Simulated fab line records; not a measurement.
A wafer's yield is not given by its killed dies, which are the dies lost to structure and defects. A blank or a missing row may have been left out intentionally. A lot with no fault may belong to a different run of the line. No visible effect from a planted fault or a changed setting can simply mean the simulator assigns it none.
Chamber matching -- flow sky130 -- SKY_VIA3_ETCH_15 on rie_diel-02: 4 sister chambers
The step etches SiO2 in C4F8/O2/Ar, stops on TiN, target depth 507 nm, time 78 s. 14 wafers are shown with their chamber, then 7 later ones without.

WAFERS WITH THEIR CHAMBER
wafer,chamber,rf_fwd_power_W (W),oes_product_au (a.u.)
L074.2,0,1497,0.942
L074.3,3,1483,0.941
L074.4,2,1495,0.951
L076.3,3,1481,0.946
L076.4,2,1499,0.943
L076.6,3,1473,0.943
L078.2,2,1494,0.942
L078.4,0,1489,0.945
L078.6,0,1488,0.948
L079.3,3,1476,0.945
L079.5,0,1494,0.949
L079.6,1,1483,0.943
L080.1,2,1494,0.943
L080.2,3,1481,0.933

SIGNATURES, as means of the wafers listed above
reading,chamber 0,chamber 1,chamber 2,chamber 3,scatter within a chamber
rf_fwd_power_W,1492.00,1483.00,1495.50,1478.80,3.74
oes_product_au,0.94600,0.94300,0.94475,0.94160,0.00436
Rule: a wafer lies at a distance from a chamber equal to the root of the sum of squares, over the readings, of (its reading less the chamber's mean, divided by the reading's scatter). If the next closest chamber is less than 2 further off than the closest, the wafer can't be placed; otherwise it belongs to the closest. How the scatter is found: for the shown wafers, subtract from each reading the mean of its chamber, square and add these, divide the total by (wafers less chambers), then take the root.

WAFERS WITH NO CHAMBER GIVEN
wafer,rf_fwd_power_W (W),oes_product_au (a.u.)
L080.4,1496,0.942
L087.1,1483,0.945
L087.5,1479,0.954
L087.6,1493,0.939
L093.4,1487,0.945
L093.5,1488,0.940
L093.6,1483,0.943

WHICH CHAMBER EACH ONE RAN IN
wafer,from the rows above,in truth
L080.4,can't be placed: 2 or 0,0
L087.1,can't be placed: 1 or 3 or 0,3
L087.5,can't be placed: 1 or 3 or 0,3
L087.6,can't be placed: 2 or 0 or 1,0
L093.4,can't be placed: 1 or 0 or 2 or 3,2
L093.5,can't be placed: 1 or 0 or 2 or 3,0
L093.6,can't be placed: 1 or 3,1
Placed correctly: 0 of 7. Cannot be placed on the basis of these rows: 7; the candidates contain the true chamber in 7. Wrongly placed: 0.
